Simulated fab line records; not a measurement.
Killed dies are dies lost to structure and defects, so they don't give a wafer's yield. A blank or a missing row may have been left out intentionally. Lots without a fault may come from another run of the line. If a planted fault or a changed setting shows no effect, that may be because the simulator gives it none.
fab line records	flow sky130
[record] lots = 5	wafers = 15	last-day = 50
route steps=708 shown VT_ADJUST_HVTP@89 VT_ADJUST_LVTN@97 VT_ADJUST_NCORE@119 PAD_OPEN@708
lots that met no fault: from a run of the same line without faults
start-h: start of the lot's first displayed wafer, in hours after the record's first day	wait-h: hours elapsed since this lot's preceding step	" the same as in the row above	L1.1+2: several wafers, shown together as one row	- no value present, or no start provided	* or withheld: withheld	< > ~ a bound
route shown NAME@n: names a module that has steps shown in the file, with the first one's number in the route	usual: mean/standard deviation taken from wafers without a fault	same: alike in all rows	chamber/n: place in a boat	sites: each site's reading	_std_site: the values' standard deviation	_edge_site: the outer-site mean with the inner-site mean subtracted	radius-mm: for every site, how far away it sits from the centre of the wafer	mask NAME#n: copy n	behind: tool/chamber where the wafer was last shaped	hold: cause of the lot's hold/its duration in hours/its outcome	device: which transistor (n, p or np) failed to switch	end of line: tests of these same wafers at the route's end	a step given without rows: its recipe and nothing more	killed: dies lost to structure and defects at the first sort, not the wafer's yield	map: shows each die of a wafer: x if killed, . if not, _ if none is there
set.NAME: the setting that was run; set.NAME@STEP: the one run at that earlier step	model.NAME: the simulator's own value behind a step, which no gauge read
certain route steps with their lots: each step a table, each wafer a row
services: a tool's chamber out of use, with start hour (start-h, from the record's first day; less than 0 if before it), hours out, and reason
[[steps]]
[step SKY_VT_ADJUST_HVTP_EXPOSE_04]
[recipe] mask-id = HVTPM	na = 0.6	source-shape = conventional	sigma-outer = 0.6	polarization = unpolarized	target-cd-nm = 380	dose-mj = 140
[step SKY_VT_ADJUST_HVTP_PEB_05]
[recipe] temp-c = withheld	time-s = *	resist = NOVOLAK
[step SKY_VT_ADJUST_HVTP_DEVELOP_06]
[recipe] resist = NOVOLAK	developer = TMAH	develop-time-s = 60	dev-temp-c = 23
[step SKY_VT_ADJUST_HVTP_CD_MEAS_07]
[recipe] target-cd-nm = 380
[usual] cd-nm = 380.6/2.4
lot.wafer	tool	chamber	start-h	wait-h	cd-nm
L100.2	cd-sem-02	-	157.91	0.1	381.5
L100.5	"	-	"	"	381.5
L100.6	"	-	"	"	380.8
L103.1	cd-sem-02	-	183.09	0.1	381.0
L103.2	"	-	"	"	378.0
L103.3	"	-	"	"	378.9
L115.1	cd-sem-02	-	256.07	0.1	380.7
L115.4	"	-	"	"	380.2
L115.5	"	-	"	"	380.3
L116.1	cd-sem-01	-	260.57	0.1	385.4
L116.4	"	-	"	"	383.4
L116.5	"	-	"	"	383.0
L117.2	cd-sem-01	-	270.36	0.1	379.7
L117.3	"	-	"	"	380.1
L117.5	"	-	"	"	379.4
[step SKY_VT_ADJUST_HVTP_OVL_MEAS_08]
[usual] VT_ADJUST_HVTP_OVL = -0.3/1.5
lot.wafer	tool	chamber	start-h	wait-h	VT_ADJUST_HVTP_OVL[nm]
L100.2	overlay-01	-	158.02	0.1	1.4
L100.5	"	-	"	"	1.1
L100.6	"	-	"	"	2.8
L103.1	overlay-01	-	183.21	0.1	0.5
L103.2	"	-	"	"	0.5
L103.3	"	-	"	"	-1.4
L115.1	overlay-01	-	256.19	0.1	-1.3
L115.4	"	-	"	"	0.4
L115.5	"	-	"	"	0.4
L116.1	overlay-02	-	260.69	0.1	-3.2
L116.4	"	-	"	"	-0.7
L116.5	"	-	"	"	-2.8
L117.2	overlay-01	-	270.47	0.1	0.8
L117.3	"	-	"	"	0.2
L117.5	"	-	"	"	0.1
[step SKY_VT_ADJUST_HVTP_IMPLANT_09]
[recipe] species = As	energy-kev = 150	dose-cm2 = 4.3e+12	tilt-deg = withheld
[step SKY_VT_ADJUST_HVTP_STRIP_10]
[recipe] chemistry = O2/N2	power-w = 1400	pressure-mtorr = 1500	platen-temp-c = withheld	o2-flow-sccm = 3000	n2-flow-sccm = 300	overash-fraction = 0.5
[usual] drypump-motor-current-A = 5.7/0.3	oes-product-au = 0.717/0.0047	strip-time-to-endpoint-s = 14.17/0.041
lot.wafer	tool	chamber	start-h	wait-h	drypump-motor-current-A	oes-product-au	rf-hours-counter-h	strip-time-to-endpoint-s
L100.2	plasma-asher-03	0	158.20	0.1	5.6	0.722	34	14.18
L100.5	"	1	"	"	6.4	0.714	-	14.21
L100.6	"	0	"	"	5.5	0.713	-	14.22
L103.1	plasma-asher-04	1	183.40	0.1	5.5	0.719	6	14.16
L103.2	"	0	"	"	5.6	0.716	6	14.15
L103.3	"	0	"	"	5.6	0.715	-	14.13
L115.1	plasma-asher-04	1	256.38	0.1	5.5	0.721	14	14.11
L115.4	"	1	"	"	5.5	0.720	-	14.07
L115.5	"	0	"	"	5.5	0.714	-	14.15
L116.1	plasma-asher-04	0	260.88	0.1	5.6	0.721	14	14.18
L116.4	"	1	"	"	5.5	0.718	-	14.18
L116.5	"	1	"	"	5.5	0.712	-	14.17
L117.2	plasma-asher-01	0	270.65	0.1	5.9	0.716	56	14.23
L117.3	"	0	"	"	5.9	0.711	-	14.16
L117.5	"	1	"	"	5.4	0.708	-	14.18
[step SKY_VT_ADJUST_HVTP_TW_MEAS_11]
[usual] VT_ADJUST_HVTP_TW = 1352/8.1
lot.wafer	tool	chamber	start-h	wait-h	VT_ADJUST_HVTP_TW
L100.2	film-metro-01	-	158.31	0.1	1346
L100.5	"	-	"	"	1334
L100.6	"	-	"	"	1335
L103.1	film-metro-03	-	183.50	0.1	1347
L103.2	"	-	"	"	1355
L103.3	"	-	"	"	1350
L115.1	film-metro-01	-	256.48	0.1	1345
L115.4	"	-	"	"	1348
L115.5	"	-	"	"	1336
L116.1	film-metro-03	-	260.98	0.1	1367
L116.4	"	-	"	"	1352
L116.5	"	-	"	"	1349
L117.2	film-metro-04	-	270.76	0.1	1360
L117.3	"	-	"	"	1358
L117.5	"	-	"	"	1365
[step SKY_VT_ADJUST_LVTN_DEHYDRATE_00]
[recipe] temp-c = 200	time-s = 60
[step SKY_VT_ADJUST_LVTN_HMDS_01]
[recipe] prime-time-s = 60	prime-temp-c = 120
[step SKY_VT_ADJUST_LVTN_COAT_02]
[recipe] spin-rpm = 2000	resist-thk-nm = 3000
[step SKY_VT_ADJUST_LVTN_SOFTBAKE_03]
[recipe] temp-c = 110	time-s = withheld
[step SKY_VT_ADJUST_LVTN_EXPOSE_04]
[recipe] mask-id = NWM_COMPLEMENT_LESS_NATIVE	na = 0.6	source-shape = conventional	sigma-outer = 0.6	polarization = unpolarized	target-cd-nm = 840	dose-mj = 194
[usual] focus-offset-nm = -0.1/0.57
lot.wafer	tool	chamber	start-h	wait-h	mask	focus-offset-nm
L100.2	iline-stepper-01	0	168.54	-	NWM_COMPLEMENT_LESS_NATIVE#0	0.4
L100.5	"	0	"	"	NWM_COMPLEMENT_LESS_NATIVE#0	0.1
L100.6	"	0	"	"	NWM_COMPLEMENT_LESS_NATIVE#0	0.2
L103.1	iline-stepper-02	0	194.09	-	HVN_STD_DERIVED#0	-0.1
L103.2	"	0	"	"	HVN_STD_DERIVED#0	0.0
L103.3	"	0	"	"	HVN_STD_DERIVED#0	0.0
L115.1	iline-stepper-02	0	268.47	-	NWM_COMPLEMENT_LESS_NATIVE#0	-0.4
L115.4	"	0	"	"	NWM_COMPLEMENT_LESS_NATIVE#0	-0.2
L115.5	"	0	"	"	NWM_COMPLEMENT_LESS_NATIVE#0	-0.1
L116.1	iline-stepper-02	0	273.59	-	NWM_COMPLEMENT_LESS_NATIVE#0	0.4
L116.4	"	0	"	"	NWM_COMPLEMENT_LESS_NATIVE#0	0.1
L116.5	"	0	"	"	NWM_COMPLEMENT_LESS_NATIVE#0	-0.3
L117.2	iline-stepper-02	0	282.99	-	NWM_COMPLEMENT_LESS_NATIVE#0	0.4
L117.3	"	0	"	"	NWM_COMPLEMENT_LESS_NATIVE#0	0.0
L117.5	"	0	"	"	NWM_COMPLEMENT_LESS_NATIVE#0	-0.4
[step SKY_VT_ADJUST_LVTN_PEB_05]
[recipe] temp-c = 115	time-s = withheld
[step SKY_VT_ADJUST_LVTN_DEVELOP_06]
[recipe] wall-angle-deg = 90	developer = TMAH	develop-time-s = 60	dev-temp-c = 23
[step SKY_VT_ADJUST_LVTN_OVL_MEAS_07]
[usual] VT_ADJUST_LVTN_OVL = 0.3/1.5
lot.wafer	tool	chamber	start-h	wait-h	VT_ADJUST_LVTN_OVL[nm]
L100.2	overlay-02	-	178.03	-	-0.4
L100.5	"	-	"	"	2.4
L100.6	"	-	"	"	0.1
L103.1	overlay-02	-	204.62	-	-
L103.2	"	-	"	"	-
L103.3	"	-	"	"	-
L115.1	overlay-02	-	280.34	-	1.4
L115.4	"	-	"	"	1.2
L115.5	"	-	"	"	2.9
L116.1	overlay-02	-	285.09	-	0.3
L116.4	"	-	"	"	2.9
L116.5	"	-	"	"	0.4
L117.2	overlay-01	-	295.40	-	1.9
L117.3	"	-	"	"	-0.5
L117.5	"	-	"	"	0.0
[step SKY_VT_ADJUST_LVTN_IMPLANT_08]
[recipe] species = B	energy-kev = 30	dose-cm2 = 1.57e+12	tilt-deg = withheld
[step SKY_VT_ADJUST_LVTN_STRIP_09]
[recipe] chemistry = O2/N2	power-w = 1400	pressure-mtorr = 1500	platen-temp-c = withheld	o2-flow-sccm = 3000	n2-flow-sccm = 300	overash-fraction = 0.5
[usual] drypump-motor-current-A = 5.5/0.3	oes-product-au = 0.723/0.0046	strip-time-to-endpoint-s = 36.88/0.12
lot.wafer	tool	chamber	start-h	wait-h	drypump-motor-current-A	oes-product-au	rf-hours-counter-h	strip-time-to-endpoint-s
L100.2	plasma-asher-04	1	178.21	0.1	5.5	0.725	6	36.91
L100.5	"	0	"	"	5.6	0.715	-	36.94
L100.6	"	1	"	"	5.5	0.720	-	36.85
L103.1	plasma-asher-01	1	204.96	0.2	5.4	0.721	50	36.71
L103.2	"	0	"	"	5.9	0.717	50	36.66
L103.3	"	0	"	"	5.9	0.718	-	36.59
L115.1	plasma-asher-02	1	280.52	0.1	5.0	0.716	62	37.05
L115.4	"	0	"	"	5.1	0.724	-	37.11
L115.5	"	0	"	"	5.1	0.733	-	37.12
L116.1	plasma-asher-02	1	285.28	0.1	5.0	0.719	62	36.82
L116.4	"	0	"	"	5.1	0.715	-	36.84
L116.5	"	0	"	"	5.1	0.726	-	36.67
L117.2	plasma-asher-04	0	295.58	0.1	5.6	0.716	18	36.88
L117.3	"	1	"	"	5.5	0.722	-	36.78
L117.5	"	0	"	"	5.5	0.723	-	36.78
[step SKY_VT_ADJUST_LVTN_TW_MEAS_10]
[usual] VT_ADJUST_LVTN_TW = 241.1/1.3
lot.wafer	tool	chamber	start-h	wait-h	VT_ADJUST_LVTN_TW
L100.2	film-metro-03	-	178.32	0.1	239.8
L100.5	"	-	"	"	240.4
L100.6	"	-	"	"	241.3
L103.1	film-metro-03	-	205.06	0.1	30.0
L103.2	"	-	"	"	30.1
L103.3	"	-	"	"	30.2
L115.1	film-metro-04	-	280.62	0.1	241.9
L115.4	"	-	"	"	241.6
L115.5	"	-	"	"	242.4
L116.1	film-metro-04	-	285.38	0.1	243.5
L116.4	"	-	"	"	243.1
L116.5	"	-	"	"	242.6
L117.2	film-metro-03	-	295.69	0.1	240.7
L117.3	"	-	"	"	240.1
L117.5	"	-	"	"	241.5
[step SKY_VT_ADJUST_LVTN_DEHYDRATE_11]
[recipe] temp-c = 200	time-s = 60
[step SKY_VT_ADJUST_LVTN_HMDS_12]
[recipe] prime-time-s = 60	prime-temp-c = 120
[step SKY_VT_ADJUST_LVTN_COAT_13]
[recipe] resist = NOVOLAK	spin-rpm = 3000	resist-thk-nm = 1140
[step SKY_VT_ADJUST_LVTN_SOFTBAKE_14]
[recipe] temp-c = 90	time-s = 60	resist = NOVOLAK
[step SKY_VT_ADJUST_LVTN_EXPOSE_15]
[recipe] mask-id = HVN_STD_DERIVED	na = 0.6	source-shape = conventional	sigma-outer = 0.6	polarization = unpolarized	target-cd-nm = 600	dose-mj = 163
[step SKY_VT_ADJUST_LVTN_PEB_16]
[recipe] temp-c = withheld	time-s = *	resist = NOVOLAK
[step SKY_VT_ADJUST_LVTN_DEVELOP_17]
[recipe] resist = NOVOLAK	developer = TMAH	develop-time-s = 60	dev-temp-c = 23
[step SKY_VT_ADJUST_LVTN_OVL_MEAS_18]
[usual] VT_ADJUST_LVTN_01_OVL = 0.1/1.3
lot.wafer	tool	chamber	start-h	wait-h	VT_ADJUST_LVTN_01_OVL[nm]
L100.2	overlay-01	-	198.23	0.1	0.7
L100.5	"	-	"	"	0.3
L100.6	"	-	"	"	0.6
L103.1	overlay-01	-	227.07	0.1	-2.5
L103.2	"	-	"	"	-0.6
L103.3	"	-	"	"	-2.0
L115.1	overlay-01	-	305.34	0.1	0.6
L115.4	"	-	"	"	-0.4
L115.5	"	-	"	"	-0.2
L116.1	overlay-02	-	310.64	0.1	0.8
L116.4	"	-	"	"	0.8
L116.5	"	-	"	"	-0.7
L117.2	overlay-01	-	320.59	0.1	1.1
L117.3	"	-	"	"	0.0
L117.5	"	-	"	"	-1.0
[step SKY_VT_ADJUST_LVTN_IMPLANT_19]
[recipe] species = B	energy-kev = 30	dose-cm2 = 6.5e+11	tilt-deg = withheld
[step SKY_VT_ADJUST_LVTN_STRIP_20]
[recipe] chemistry = O2/N2	power-w = 1400	pressure-mtorr = 1500	platen-temp-c = withheld	o2-flow-sccm = 3000	n2-flow-sccm = 300	overash-fraction = 0.5
[usual] drypump-motor-current-A = 5.3/0.32	oes-product-au = 0.714/0.0044	strip-time-to-endpoint-s = 14.19/0.03
lot.wafer	tool	chamber	start-h	wait-h	drypump-motor-current-A	oes-product-au	rf-hours-counter-h	strip-time-to-endpoint-s
L100.2	plasma-asher-01	0	198.41	0.1	5.9	0.721	49	14.22
L100.5	"	0	"	"	5.9	0.719	-	14.15
L100.6	"	1	"	"	5.3	0.711	-	14.18
L103.1	plasma-asher-02	0	227.26	0.1	5.1	0.715	56	14.19
L103.2	"	1	"	"	5.0	0.715	56	14.19
L103.3	"	1	"	"	5.0	0.721	-	14.21
L115.1	plasma-asher-04	1	305.52	0.1	5.6	0.715	20	14.16
L115.4	"	0	"	"	5.6	0.713	-	14.21
L115.5	"	1	"	"	5.5	0.714	-	14.14
L116.1	plasma-asher-02	1	310.82	0.1	5.0	0.717	66	14.20
L116.4	"	1	"	"	5.0	0.715	-	14.19
L116.5	"	1	"	"	5.0	0.716	-	14.20
L117.2	plasma-asher-01	0	320.77	0.1	5.9	0.710	62	14.24
L117.3	"	0	"	"	5.9	0.718	-	14.24
L117.5	"	1	"	"	5.4	0.710	-	14.25
[step SKY_VT_ADJUST_LVTN_TW_MEAS_21]
[usual] VT_ADJUST_LVTN_2_TW = 187.8/0.74
lot.wafer	tool	chamber	start-h	wait-h	VT_ADJUST_LVTN_2_TW
L100.2	film-metro-03	-	198.52	0.1	188.0
L100.5	"	-	"	"	188.3
L100.6	"	-	"	"	188.9
L103.1	film-metro-04	-	227.36	0.1	267.8
L103.2	"	-	"	"	266.7
L103.3	"	-	"	"	268.1
L115.1	film-metro-02	-	305.62	0.1	186.9
L115.4	"	-	"	"	187.6
L115.5	"	-	"	"	187.7
L116.1	film-metro-03	-	310.92	0.1	187.9
L116.4	"	-	"	"	188.2
L116.5	"	-	"	"	187.9
L117.2	film-metro-02	-	320.88	0.1	186.4
L117.3	"	-	"	"	186.1
L117.5	"	-	"	"	186.5
[step SKY_VT_ADJUST_NCORE_DEHYDRATE_00]
[recipe] temp-c = 200	time-s = 60
[step SKY_PAD_OPEN_PROBE_99]
[usual] killed_at_M0_to_M3 = 44/7.8	killed_at_M4_up = 3.1/1.7	killed-at-contacts = 25/5.1	killed-at-front-end = 15/4.4	killed-at-other = 0.5/0.68	killed-dies = 88/9.9	killed-on-rim = 17/3.9	killed-open = 48/6.9	killed-short = 39/6.5
[same] gross-dies = 492	killed-at-back-side = 0
lot.wafer	tool	chamber	start-h	wait-h	killed_at_M0_to_M3	killed_at_M4_up	killed-at-contacts	killed-at-front-end	killed-at-other	killed-dies	killed-on-rim	killed-open	killed-short
L100.2	prober-02	-	1109.02	0.1	32	2	29	12	2	77	19	47	29
L100.5	prober-02	-	1109.17	0.2	45	2	31	15	1	94	14	52	42
L100.6	prober-02	-	1109.22	0.2	35	3	33	11	0	82	21	43	39
L103.1	prober-01	-	1132.59	0.1	46	3	26	416	1	492	96	49	47
L103.2	prober-01	-	1132.64	0.1	36	5	28	423	0	492	96	51	31
L103.3	prober-01	-	1132.69	0.2	49	3	22	418	0	492	96	53	40
L115.1	prober-02	-	1189.31	0.1	52	1	19	17	0	89	21	49	40
L115.4	prober-02	-	1189.46	0.2	46	2	28	17	0	93	14	46	47
L115.5	prober-02	-	1189.51	0.2	44	3	32	12	0	91	19	56	35
L116.1	prober-01	-	1191.70	0.1	45	4	16	12	1	78	18	43	35
L116.4	prober-01	-	1191.85	0.2	48	7	19	25	1	100	21	52	48
L116.5	prober-01	-	1191.90	0.2	35	2	23	13	0	73	15	43	28
L117.2	prober-02	-	1196.07	0.1	42	5	22	12	1	82	14	48	34
L117.3	prober-02	-	1196.12	0.2	45	3	16	20	0	84	16	44	39
L117.5	prober-02	-	1196.22	0.2	45	10	24	13	1	93	17	48	44
// killed by level:class
L100.2 CONTACT:geometric-particle:open=13 LI_CONTACT:geometric-particle:open=8 VIA2:geometric-particle:open=6 FIELD_ISO:geometric-particle:open=5 CONTACT:geometric-particle:short=5 VIA1:geometric-particle:open=5 VIA3:geometric-particle:short=4 VIA3:geometric-particle:open=4
L100.5 CONTACT:geometric-particle:open=14 CONTACT:geometric-particle:short=10 VIA1:geometric-particle:open=10 VIA3:geometric-particle:open=8 VIA2:geometric-particle:open=7 LI_CONTACT:geometric-particle:open=6 FIELD_ISO:geometric-particle:short=5 METAL2:geometric-particle:short=5
L100.6 CONTACT:geometric-particle:open=17 LI_CONTACT:geometric-particle:open=6 CONTACT:geometric-particle:short=6 VIA1:geometric-particle:open=6 VIA3:geometric-particle:short=6 METAL1:geometric-particle:short=5 VIA2:geometric-particle:open=5 VIA3:geometric-particle:open=5
L103.1 VT_ADJUST_LVTN:area-expose=395 FIELD_ISO:geometric-particle:short=8 METAL1:geometric-particle:short=8 CONTACT:geometric-particle:open=7 LI_CONTACT:geometric-particle:open=7 VIA1:geometric-particle:open=7 VIA2:geometric-particle:open=7 CONTACT:geometric-particle:short=6
L103.2 VT_ADJUST_LVTN:area-expose=410 CONTACT:geometric-particle:open=10 VIA2:geometric-particle:open=9 LI_CONTACT:geometric-particle:open=8 VIA3:geometric-particle:open=7 VIA1:geometric-particle:open=7 CONTACT:geometric-particle:short=6 FIELD_ISO:geometric-particle:open=4
L103.3 VT_ADJUST_LVTN:area-expose=399 VIA2:geometric-particle:open=15 VIA1:geometric-particle:open=11 FIELD_ISO:geometric-particle:short=8 LI_CONTACT:geometric-particle:open=6 CONTACT:geometric-particle:open=6 VIA2:geometric-particle:short=6 VIA3:geometric-particle:open=5
L115.1 VIA1:geometric-particle:open=16 METAL1:geometric-particle:short=7 CONTACT:geometric-particle:open=7 VIA2:geometric-particle:open=7 FIELD_ISO:geometric-particle:open=5 POLY_GATE:geometric-particle:open=5 POLY_GATE:geometric-particle:short=5 METAL2:geometric-particle:short=5
L115.4 CONTACT:geometric-particle:open=9 VIA1:geometric-particle:open=8 VIA2:geometric-particle:open=7 METAL1:geometric-particle:short=6 LI_CONTACT:geometric-particle:open=5 LOCAL_INTERCONNECT:geometric-particle:short=5 CONTACT:geometric-particle:short=5 METAL2:geometric-particle:short=5
L115.5 VIA1:geometric-particle:open=16 LI_CONTACT:geometric-particle:open=14 METAL2:geometric-particle:short=8 CONTACT:geometric-particle:open=8 FIELD_ISO:geometric-particle:open=5 VIA1:geometric-particle:short=4 LI_CONTACT:geometric-particle:short=4 POLY_GATE:geometric-particle:short=3
L116.1 VIA1:geometric-particle:open=14 CONTACT:geometric-particle:open=10 VIA2:geometric-particle:open=6 METAL1:geometric-particle:short=6 METAL4:geometric-particle:short=4 LOCAL_INTERCONNECT:geometric-particle:short=4 VIA2:geometric-particle:short=4 FIELD_ISO:geometric-particle:open=3
L116.4 VIA1:geometric-particle:open=11 VIA2:geometric-particle:open=8 CONTACT:geometric-particle:open=7 METAL2:geometric-particle:short=7 FIELD_ISO:geometric-particle:short=6 LI_CONTACT:geometric-particle:open=6 POLY_GATE:geometric-particle:short=5 METAL4:geometric-particle:short=5
L116.5 LI_CONTACT:geometric-particle:open=12 VIA1:geometric-particle:open=9 CONTACT:geometric-particle:open=5 VIA3:geometric-particle:open=5 CONTACT:geometric-particle:short=4 METAL3:geometric-particle:open=4 POLY_GATE:geometric-particle:open=3 POLY_GATE:geometric-particle:short=3
L117.2 VIA1:geometric-particle:open=10 VIA2:geometric-particle:open=10 LI_CONTACT:geometric-particle:open=8 CONTACT:geometric-particle:open=7 VIA3:geometric-particle:open=5 VIA1:geometric-particle:short=5 FIELD_ISO:geometric-particle:open=4 POLY_GATE:geometric-particle:short=4
L117.3 VIA1:geometric-particle:short=8 VIA2:geometric-particle:open=7 VIA1:geometric-particle:open=7 METAL2:geometric-particle:short=7 FIELD_ISO:geometric-particle:short=5 POLY_GATE:geometric-particle:open=5 LI_CONTACT:geometric-particle:open=5 CONTACT:geometric-particle:open=5
L117.5 VIA1:geometric-particle:open=11 METAL2:geometric-particle:short=8 METAL4:geometric-particle:short=8 CONTACT:geometric-particle:short=7 CONTACT:geometric-particle:open=7 VIA3:geometric-particle:open=7 VIA2:geometric-particle:open=6 LI_CONTACT:geometric-particle:open=5
// map L103.1 (x killed, . not)
__________xxxxxxxxxx_________
________xxxxxxxxxxxxxx_______
______xxxxxxxxxxxxxxxxxx_____
_____xxxxxxxxxxxxxxxxxxxx____
____xxxxxxxxxxxxxxxxxxxxxx___
___xxxxxxxxxxxxxxxxxxxxxxxx__
__xxxxxxxxxxxxxxxxxxxxxxxxxx_
_xxxxxxxxxxxxxxxxxxxxxxxxxxxx
_xxxxxxxxxxxxxxxxxxxxxxxxxxxx
_xxxxxxxxxxxxxxxxxxxxxxxxxxxx
_xxxxxxxxxxxxxxxxxxxxxxxxxxxx
_xxxxxxxxxxxxxxxxxxxxxxxxxxxx
_xxxxxxxxxxxxxxxxxxxxxxxxxxxx
_xxxxxxxxxxxxxxxxxxxxxxxxxxxx
_xxxxxxxxxxxxxxxxxxxxxxxxxxxx
__xxxxxxxxxxxxxxxxxxxxxxxxxx_
___xxxxxxxxxxxxxxxxxxxxxxxx__
____xxxxxxxxxxxxxxxxxxxxxx___
_____xxxxxxxxxxxxxxxxxxxx____
______xxxxxxxxxxxxxxxxxx_____
________xxxxxxxxxxxxxx_______
__________xxxxxxxxxx_________
// map L116.4 (x killed, . not)
__________...x......_________
________xx.......x..x._______
______....x....x........_____
_____......x........xxx..____
____..xx..x.x.....xx..x...___
___.x...x.x..xx....x....x..__
__.......x....x.....xx....x._
_.x......x...x.x.x..........x
_......x............x........
_....x.....xxx.x.x.xx........
_x........x...x..........x...
_..x........xx..xxx..........
_........xx...x..x.........x.
_.x.x...x...xx...x.x...xx....
_.x...x.x...x..x........x....
__xx.........x.............._
___....x.x...........xx....__
____x....x.............xx.___
_____.x.xx..x............____
______...........x.xx.xx_____
________x..........xx._______
__________....x....._________
[[services]]
tool	chamber	start-h	hours	kind
iline-stepper-01	0	138.77	-	calibration
plasma-asher-01	-	139.17	2.2	repair
iline-stepper-02	-	156.70	3.8	repair
plasma-asher-04	-	166.90	2.8	pm
plasma-asher-03	-	176.04	9.6	pm
plasma-asher-03	-	249.57	1.1	repair
iline-stepper-02	-	254.06	2.2	repair
plasma-asher-03	-	256.39	6.4	repair
iline-stepper-01	-	261.41	2.1	pm
iline-stepper-01	-	263.50	-	consumable-replace:lamp
iline-stepper-01	-	265.76	1.7	pm
plasma-asher-01	-	277.42	3.7	repair
plasma-asher-03	-	285.83	14.6	pm
iline-stepper-01	-	286.49	2.8	repair
plasma-asher-03	-	300.43	15.6	pm
iline-stepper-02	-	305.94	4.4	pm
iline-stepper-02	-	315.84	1.7	pm
iline-stepper-01	-	319.72	4.4	pm
[[key]]
[first-sign] step = SKY_VT_ADJUST_LVTN_EXPOSE_04	reading = mask	direction = changed
[effect] step = SKY_VT_ADJUST_LVTN_OVL_MEAS_07	reading = VT_ADJUST_LVTN_OVL	direction = missing
[effect] step = SKY_VT_ADJUST_LVTN_TW_MEAS_10	reading = VT_ADJUST_LVTN_TW	direction = down	sigmas = 99+	usual = 241.1	struck = 30.1
[effect] step = SKY_VT_ADJUST_LVTN_TW_MEAS_21	reading = VT_ADJUST_LVTN_2_TW	direction = up	sigmas = 99+	usual = 187.8	struck = 267.5
[effect] step = SKY_PAD_OPEN_PROBE_99	reading = killed-at-front-end	direction = up	sigmas = 91	usual = 15	struck = 419
[more-kills-born-at] SKY_VT_ADJUST_LVTN_EXPOSE_04@iline-stepper-02 = 1204
met-at SKY_VT_ADJUST_LVTN_EXPOSE_04
struck-wafers L103.1,L103.2,L103.3
tester-left-out L103
[fault] kind = wrong-mask	tool = any	chamber = -	onset-h = 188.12	steps = SKY_VT_ADJUST_LVTN_EXPOSE_04	aux-copy = HVN_STD_DERIVED#0	scope = struck-lots-only
// tester-left-out: of these lots the tester's yield and bins aren't shown, on N5 and GAA mostly nor the transistor test; their killed dies are dies lost to structure and defects alone, not to doping, threshold or leakage, so they don't give the yield
